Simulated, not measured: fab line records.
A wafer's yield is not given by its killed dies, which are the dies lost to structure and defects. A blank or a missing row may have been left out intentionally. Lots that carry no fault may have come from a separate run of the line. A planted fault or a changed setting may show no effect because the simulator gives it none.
Comparing a struck lot with a sound one	flow sky130	16 out of 708 route steps
Sound: the wafers L990.3, L990.4, L990.5. Struck: wafers L994.1, L994.3, L994.5. At the end, the cause is stated.
Order at every step that has rows: each side's tool, ch and its chambers, its first start. Under that, the readings that differ: sound wafers	struck wafers	difference of the means	sigmas: that difference in standard deviations of wafers without a fault.
alike: same words and numbers on both sides, and readings whose means sit less than 2 such deviations apart. not compared: any withheld reading, any reading some wafer has no value for, any bound like >300 that may hide the same value, and any number with overlapping values for which the record gives no deviation.
A row with sigmas, a row that says differs or no value, or rows on one side alone: a step with any of these is where the two part. Non-overlapping numbers with no deviation appear without sigmas and do not part them. A reading missing from all wafers of one side parts the sides only when that side holds two or more wafers.

first, 2 steps without rows for these wafers: SKY_VT_ADJUST_PCH_PEB_05; SKY_VT_ADJUST_PCH_DEVELOP_06 (develop time 60 s).
SKY_VT_ADJUST_PCH_OVL_MEAS_07:
  sound on overlay-02 at day 14 04:51; struck on overlay-02 at day 15 10:24
reading	sound	struck	difference	sigmas
VT_ADJUST_PCH_OVL (nm)	2.4 0.7 2.5	-0.4 -1.1 -2.8	-3.3	-3
next, for these wafers, 1 step has no rows: SKY_VT_ADJUST_PCH_IMPLANT_08.
SKY_VT_ADJUST_PCH_STRIP_09: strips in O2/N2.
  sound on plasma asher-03 ch 0,1, day 14 05:03; struck on plasma asher-02 ch 0, day 15 10:35
  alike: drypump motor current A, o2 flow sccm, oes product au, strip time to endpoint s
  not compared: rf hours counter h
SKY_VT_ADJUST_PCH_TW_MEAS_10:
  sound on film metro-03 at day 14 05:08; struck on film metro-04 at day 15 10:41
  alike: VT_ADJUST_PCH_TW
then, 6 steps without rows for these wafers: SKY_SONOS_TUNNEL_DEHYDRATE_00 (time 60 s); SKY_SONOS_TUNNEL_HMDS_01 (prime time 60 s); SKY_SONOS_TUNNEL_COAT_02 (resist thk 1140 nm); SKY_SONOS_TUNNEL_SOFTBAKE_03 (time 60 s); SKY_SONOS_TUNNEL_EXPOSE_04 (exposes mask TUNM, target cd 410 nm); SKY_SONOS_TUNNEL_PEB_05.
SKY_SONOS_TUNNEL_DEVELOP_06: develop time 60 s.
  sound on litho track-03 ch 0, day 15 06:40; struck on litho track-01 ch 0, day 16 13:56
reading	sound	struck	difference	sigmas
developer temp C (C)	23.14 23.18 23.12	20.71 20.71 20.67	-2.45	-22
SKY_SONOS_TUNNEL_CD_MEAS_07 targets a cd of 410 nm.
  sound on cd sem-02 at day 15 06:49; struck on cd sem-01 at day 16 14:05
reading	sound	struck	difference	sigmas
cd nm (nm)	407.5 409.0 407.2	420.9 419.4 420.8	+12.5	+5
SKY_SONOS_TUNNEL_OVL_MEAS_08:
  sound on overlay-02 at day 15 06:54; struck on overlay-01 at day 16 14:12
  alike: SONOS_TUNNEL_OVL
-- record jumps: 33 days separate the struck wafers' starts on either side; left off in module SONOS_TUNNEL, taken up again in module PAD_OPEN, whose first shown step is the route's number 708 --
SKY_PAD_OPEN_PROBE_99:
  sound on prober-02 at day 49 03:17; struck on prober-01 at day 49 18:41
reading	sound	struck	difference	sigmas
killed at other	2 2 0	0 0 0	-1	-2
  alike: killed_at_M0_to_M3, killed_at_M4_up, killed at contacts, killed at front end, killed dies, killed open, killed short

== WHERE THEY PART ==
Earliest at SKY_VT_ADJUST_PCH_OVL_MEAS_07; latest, in this record, at SKY_PAD_OPEN_PROBE_99.

WHY: whatever the simulator had introduced
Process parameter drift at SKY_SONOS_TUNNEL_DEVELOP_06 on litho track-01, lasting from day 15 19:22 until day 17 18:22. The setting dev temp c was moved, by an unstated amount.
